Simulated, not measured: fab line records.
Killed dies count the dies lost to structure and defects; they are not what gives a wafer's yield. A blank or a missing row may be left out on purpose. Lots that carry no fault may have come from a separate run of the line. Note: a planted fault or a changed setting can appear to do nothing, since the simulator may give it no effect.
One fault seen from 2 desks    flow sfqLine    what lay behind the numbers comes last; until then each desk has only its own

THE TOOL OWNER'S DESK: lithoTrack-01
The tool's own readings at SFQ_TRILAYER_I4_VIA_LITHO_PEB_106 (peb time 60 s): means of the sampled wafers that have a number, for each lot that ran on this tool. Marked OUT: a lot whose mean sits more than 4 standard deviations from the usual mean, which makes it out of limits; the brackets give that distance.
Columns: A = heaterPowerTotalW at SFQ_TRILAYER_I4_VIA_LITHO_PEB_106, usual 79.15 W
lot   first seen here  A
L962  day 47 14:50     79.11
L970  day 50 04:58     88.53 (+99 or more) OUT
L971  day 50 08:29     82.34 (+45) OUT
L972  day 50 10:53     83.87 (+66) OUT
This desk's verdict: out of limits on L970, L971, L972, starting with L970 at day 50 04:58 (heaterPowerTotalW at SFQ_TRILAYER_I4_VIA_LITHO_PEB_106). L962 stayed within limits.

FROM THE METROLOGY DESK
What the gauges read for every lot (on any tool): the sampled wafers with a number, averaged. Marked OUT: a lot whose mean sits more than 4 standard deviations from the usual mean, which makes it out of limits; the brackets give that distance.
Columns: A = I4_BOW at SFQ_I4_BOW_MEAS_927, usual 0 um; B = I4_OVL at SFQ_I4_OVL_MEAS_928, usual -2 nm
lot   first seen here  A   B
L962  day 41 22:25     -4  -7
L964  day 42 07:48     9   -4
L970  day 45 13:05     5   -2
L971  day 45 16:02     -6  -8
L972  day 45 16:48     0   2
L981  day 51 18:07     -1  4
L983  day 53 19:59     -8  0
Finding of this desk: none of the 7 lots has anything out of limits.

BROUGHT TOGETHER
The tool owner's desk had the chance to raise an alarm at day 50 04:58 on L970, L971, L972.
Metrology desk: nothing out of limits seen.
The metrology desk holds a record of L970, L971, L972, inside its limits.
SFQ_TRILAYER_I4_VIA_LITHO_PEB_106 was run on lithoTrack-01 by each of the lots named.

WHAT THE SIMULATOR HAD PUT IN
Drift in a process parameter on lithoTrack-01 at SFQ_TRILAYER_I4_VIA_LITHO_PEB_106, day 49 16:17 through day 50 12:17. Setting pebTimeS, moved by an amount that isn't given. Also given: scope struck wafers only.
Struck lots among those shown: L970, L971, L972.
Time in hours from fault onset to the first out-of-limits reading at each desk: the tool owner's desk, 13.
